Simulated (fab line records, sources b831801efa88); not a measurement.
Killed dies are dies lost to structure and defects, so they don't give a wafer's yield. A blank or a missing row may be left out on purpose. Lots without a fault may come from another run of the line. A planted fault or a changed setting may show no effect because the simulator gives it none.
Which tool did it? | flow sky130 | 11 lots, 33 wafers sampled, at 2 steps of a route of 708

WHAT THE GAUGES READ, wafer by wafer
SKY_SD_N_RS_MEAS_18: measures by four-point-probe.
lot  | measured     | on            | RES_XHIGH_RS (ohm/sq)
L392 | day 29 10:26 | film_metro-02 | 332.9 333.0 333.9
L393 | day 29 16:38 | film_metro-02 | 334.6 335.8 333.4
L394 | day 29 19:58 | film_metro-03 | 332.7 331.4 334.0
L397 | day 31 06:10 | film_metro-03 | 331.8 330.7 331.4
L399 | day 31 11:30 | film_metro-04 | 341.5 341.2 340.7 340.7 340.2 340.4
L400 | day 31 22:32 | film_metro-04 | 337.5 338.2 338.0 338.9 338.0 338.8
L406 | day 34 13:50 | film_metro-04 | 334.6 334.6 333.2
L408 | day 35 12:32 | film_metro-02 | 335.0 334.6 335.3
L409 | day 35 17:44 | film_metro-02 | 331.9 332.3 333.2
L412 | day 35 21:39 | film_metro-03 | 334.4 334.1 334.5
L413 | day 36 05:56 | film_metro-04 | 332.5 332.1 332.8

WHICH TOOL RAN EACH LOT (tool, then ch and the chambers of the sampled wafers, then the start)
lot  | SKY_RES_XHIGH_IMPLANT_07
L392 | implanter-01 ch 0, day 28 04:46
L393 | implanter-04 ch 0, day 28 11:01
L394 | implanter-03 ch 0, day 28 13:51
L397 | implanter-03 ch 0, day 30 00:58
L399 | implanter-04 ch 0, day 30 06:28
L400 | implanter-04 ch 0, day 30 17:45
L406 | implanter-03 ch 0, day 33 09:18
L408 | implanter-04 ch 0, day 34 08:57
L409 | implanter-03 ch 0, day 34 13:49
L412 | implanter-01 ch 0, day 34 17:32
L413 | implanter-03 ch 0, day 35 03:01
- SKY_RES_XHIGH_IMPLANT_07

WHAT THE TOOLS THEMSELVES READ (means of the sampled wafers that have a number; where no wafer has one, the mark that the record gives instead)
SKY_RES_XHIGH_IMPLANT_07.
lot  | tool         | dose_ions_cm2 | tilt_deg (degrees)
L392 | implanter-01 | 3.600e+14     | -0.020
L393 | implanter-04 | 3.595e+14     | -0.006
L394 | implanter-03 | 3.601e+14     | -0.008
L397 | implanter-03 | 3.601e+14     | -0.032
L399 | implanter-04 | 3.531e+14     | 0.004
L400 | implanter-04 | 3.533e+14     | 0.004
L406 | implanter-03 | 3.605e+14     | 0.025
L408 | implanter-04 | 3.602e+14     | -0.007
L409 | implanter-03 | 3.598e+14     | -0.014
L412 | implanter-01 | 3.599e+14     | 0.025
L413 | implanter-03 | 3.597e+14     | 0.003

THE ANSWER, worked out from the rows above alone
Rule: what is usual is taken from the lots themselves. Put in order of their means at a reading, lots are off if they are a third of the lots or fewer, leave a main group of 4 or more, and stand apart from it by a gap of 3 or more times the standard deviation of the main group's means; of several such gaps the widest counts. A main group whose means are all the same, to the digits that the tables above print for the reading, isn't used. A lot without any number at a reading at which 4 lots or more have one is off too. The other lots that the step has rows for count as sound. The gauges are gone through in route order, then the tools' own readings, and for those a lot's mean is taken as printed above. The first step at which some lot is off is used, and at that step the reading that is off furthest; a lot without a number counts as furthest.
Off: L399, L400, at SKY_RES_XHIGH_IMPLANT_07 (dose_ions_cm2). The main group: mean 3.600e+14, standard deviation 2.8e+11.
A tool fits if, at that step or a process step before it, it ran every lot that is off, and no sound lot after the first of them. None of those tried fits.

WHAT THE SIMULATOR HAD PUT IN
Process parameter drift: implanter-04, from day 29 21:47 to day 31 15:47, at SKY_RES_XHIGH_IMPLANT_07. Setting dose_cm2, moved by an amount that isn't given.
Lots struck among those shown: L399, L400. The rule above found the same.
